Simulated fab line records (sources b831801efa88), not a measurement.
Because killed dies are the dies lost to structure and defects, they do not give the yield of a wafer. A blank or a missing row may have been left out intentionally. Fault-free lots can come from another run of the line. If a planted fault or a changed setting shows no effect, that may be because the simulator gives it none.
Struck lot and sound lot, side by side | flow sfqLine | 42 out of 325 route steps
Sound: the wafers L650.3, L650.4, L650.5. Struck: wafers L655.3, L655.5. The cause comes at the end.
For every step that has rows: the tool of each side, followed by ch and its chambers, followed by its first start. Under that, the readings that differ: sound wafers | struck wafers | difference of the means | sigmas: that difference in standard deviations of wafers without a fault.
alike: same words and numbers on both sides, and readings whose means sit less than 2 such deviations apart. not compared: any withheld reading, any reading some wafer has no value for, any bound like >300 that may hide the same value, and any number with overlapping values for which the record gives no deviation.
Wherever a step has rows on one side only, a row that says differs or no value, or a row with sigmas, the two part there. Numbers that have no deviation but don't overlap get no sigmas and don't part them. A reading that every wafer of one side lacks parts them only if that side has two wafers or more.

first, 6 steps without rows for these wafers: SFQ_TRILAYER_I3_VIA_LITHO_COAT_090 (resist thk 62 nm); SFQ_TRILAYER_I3_VIA_LITHO_COAT_085 (resist thk 650 nm); SFQ_TRILAYER_I3_VIA_LITHO_SOFTBAKE_089; SFQ_TRILAYER_I3_VIA_LITHO_EXPOSE_086 (exposes mask I3, target cd 500 nm); SFQ_TRILAYER_I3_VIA_LITHO_PEB_088 (peb time 60 s); SFQ_TRILAYER_I3_VIA_LITHO_DEVELOP_087 (time 60 s).
SFQ_I3_OVL_MEAS_923:
  struck on overlay-02, day 48 01:18; sound on overlay-02, day 46 10:59
  alike: I3_OVL
SFQ_TRILAYER_I3_VIA_BARC_OPEN_VIA_ETCH_121: etches BARC in O2, target depth 125 nm, time 41.7 s.
  sound on rieDiel-01 ch 1,2, day 46 11:01; struck on rieDiel-02 ch 2, day 48 01:19
  alike: drypumpMotorCurrentA, oesProductAu
  not compared: rfHoursCounterH
SFQ_TRILAYER_I3_VIA_ETCH_VIA_ETCH_088: etches SiO2 in CHF3, stops on Nb, target depth 260 nm.
  sound on rieDiel-01 ch 1,2, day 46 11:03; struck on rieDiel-02 ch 2, day 48 01:22
  alike: drypumpMotorCurrentA, oesProductAu
then, 3 steps without rows for these wafers: SFQ_TRILAYER_I3_VIA_STRIP_STRIP_089 (strips in O2); SFQ_TRILAYER_I3_VIA_STRIP_SOLV_CLEAN_090 (cleans in NMP, time 600 s); SFQ_TRILAYER_M4_DEP_PRE_CLEAN_092 (time 22.5 s).
SFQ_TRILAYER_M4_DEP_SPUTTER_091: material Nb, target thk 200 nm, time 133.3 s.
  struck on pvdSputter-05, day 48 02:18; sound on pvdSputter-05, day 46 11:58
reading                                            | sound             | struck      | difference | sigmas
model.Nb_of_TRILAYER_M4_DEP_SPUTTER_091.thkNm (nm) | 200.4 202.1 203.5 | 185.5 186.2 | -16.2      | 
  alike: throttleValvePct
SFQ_M4_RS_MEAS_924: uses a four-point probe to measure.
  struck on filmMetro-01, day 48 02:26; sound on filmMetro-01, day 46 12:05
reading           | sound             | struck      | difference | sigmas
M4_NB_RS (ohm/sq) | 0.887 0.878 0.874 | 0.959 0.955 | +0.077     | +7
then, 6 steps without rows for these wafers: SFQ_TRILAYER_M4_LITHO_COAT_098 (resist thk 62 nm); SFQ_TRILAYER_M4_LITHO_COAT_093 (resist thk 600 nm); SFQ_TRILAYER_M4_LITHO_SOFTBAKE_097; SFQ_TRILAYER_M4_LITHO_EXPOSE_094 (exposes mask M4, target cd 500 nm); SFQ_TRILAYER_M4_LITHO_PEB_096 (peb time 60 s); SFQ_TRILAYER_M4_LITHO_DEVELOP_095 (time 60 s).
SFQ_M4_OVL_MEAS_926:
  struck on overlay-01, day 48 04:58; sound on overlay-01, day 46 14:30
reading     | sound       | struck | difference | sigmas
M4_OVL (nm) | -19 -15 -13 | 5 2    | +19        | +2
SFQ_TRILAYER_M4_BARC_OPEN_METAL_ETCH_123: etches BARC in O2, target depth 125 nm, time 41.7 s.
  sound on rieMetal-04 ch 0,1, day 46 14:32; struck on rieMetal-03 ch 0, day 48 05:01
  alike: drypumpMotorCurrentA, oesProductAu
  not compared: rfHoursCounterH
SFQ_TRILAYER_M4_ETCH_METAL_ETCH_096: etches Nb in Cl2/Ar, stops on SiO2, target depth 240 nm, time 120 s.
  sound on rieMetal-04 ch 0,1, day 46 14:37; struck on rieMetal-03 ch 0, day 48 05:05
reading             | sound             | struck      | difference | sigmas
oesProductAu (a.u.) | 0.900 0.893 0.903 | 0.857 0.865 | -0.038     | -5
  alike: drypumpMotorCurrentA
  not compared: rfHoursCounterH
then, 2 steps without rows for these wafers: SFQ_TRILAYER_M4_STRIP_STRIP_097 (strips in O2); SFQ_TRILAYER_M4_STRIP_SOLV_CLEAN_098 (cleans in NMP, time 600 s).
SFQ_TRILAYER_I4_DEP_PECVD_099: deposits SiO2 from SiH4/N2O, time 111.11 s, target thk 500 nm.
  sound on pecvd-02 ch 1,2, day 46 15:29; struck on pecvd-02 ch 1, day 48 05:57
  alike: heaterPowerW, throttleValvePct
then, 1 step without rows for these wafers: SFQ_TRILAYER_I4_CMP_CMP_100 (polishes SiO2).
SFQ_I4_BOW_MEAS_927:
  struck on filmMetro-03, day 49 01:47; sound on filmMetro-03, day 47 13:47
  alike: I4_BOW
then, 7 steps without rows for these wafers: SFQ_TRILAYER_I4_METRO_MEASURE_101; SFQ_TRILAYER_I4_VIA_LITHO_COAT_108 (resist thk 62 nm); SFQ_TRILAYER_I4_VIA_LITHO_COAT_103 (resist thk 650 nm); SFQ_TRILAYER_I4_VIA_LITHO_SOFTBAKE_107; SFQ_TRILAYER_I4_VIA_LITHO_EXPOSE_104 (exposes mask I4, target cd 700 nm); SFQ_TRILAYER_I4_VIA_LITHO_PEB_106 (peb time 60 s); SFQ_TRILAYER_I4_VIA_LITHO_DEVELOP_105 (time 60 s).
-- the record jumps here: 6 days lie between the struck wafers' starts before and after --
SFQ_I4_OVL_MEAS_928:
  struck on overlay-02, day 54 14:47; sound on overlay-02, day 53 00:16
reading     | sound | struck | difference | sigmas
I4_OVL (nm) | 4 3 1 | -7 -16 | -14        | -3
SFQ_TRILAYER_I4_VIA_BARC_OPEN_VIA_ETCH_146: etches BARC in O2, target depth 125 nm, time 41.7 s.
  sound on rieDiel-01 ch 1,3, day 53 00:17; struck on rieDiel-03 ch 1,3, day 54 14:49
  alike: drypumpMotorCurrentA, oesProductAu
  not compared: rfHoursCounterH
then, 4 steps without rows for these wafers: SFQ_TRILAYER_I4_VIA_ETCH_VIA_ETCH_106 (etches SiO2 in CHF3, stops on Nb, target depth 260 nm); SFQ_TRILAYER_I4_VIA_STRIP_STRIP_107 (strips in O2); SFQ_TRILAYER_I4_VIA_STRIP_SOLV_CLEAN_108 (cleans in NMP, time 600 s); SFQ_TRILAYER_JJ_TRILAYER_DEP_PRE_CLEAN_113 (time 22.5 s).
-- the record jumps here: 35 days lie between the struck wafers' starts before and after --
SFQ_M8_BOW_MEAS_951:
  struck on filmMetro-01, day 90 00:55; sound on filmMetro-01, day 85 14:34
reading                | sound                | struck        | difference | sigmas
model.etest.m4.ohmUm   | 1.775 1.753 1.741    | 1.917 1.906   | +0.155     | 
model.etest.i3.linkOhm | 1.959 1.95 1.942     | 2.048 2.052   | +0.100     | 
model.etest.m4.ohmSq   | 0.8892 0.8817 0.8757 | 0.9609 0.9571 | +0.0768    | 
model.etest.i4.linkOhm | 2.159 2.156 2.161    | 2.226 2.211   | +0.060     | 
  alike: M8_BOW

WHERE THEY PART
Earliest at SFQ_M4_RS_MEAS_924; latest, in this record, at SFQ_I4_OVL_MEAS_928. Later steps at which nothing parts them and some readings are alike: SFQ_TRILAYER_I4_VIA_BARC_OPEN_VIA_ETCH_146, SFQ_M8_BOW_MEAS_951.

WHY: what the simulator had put in
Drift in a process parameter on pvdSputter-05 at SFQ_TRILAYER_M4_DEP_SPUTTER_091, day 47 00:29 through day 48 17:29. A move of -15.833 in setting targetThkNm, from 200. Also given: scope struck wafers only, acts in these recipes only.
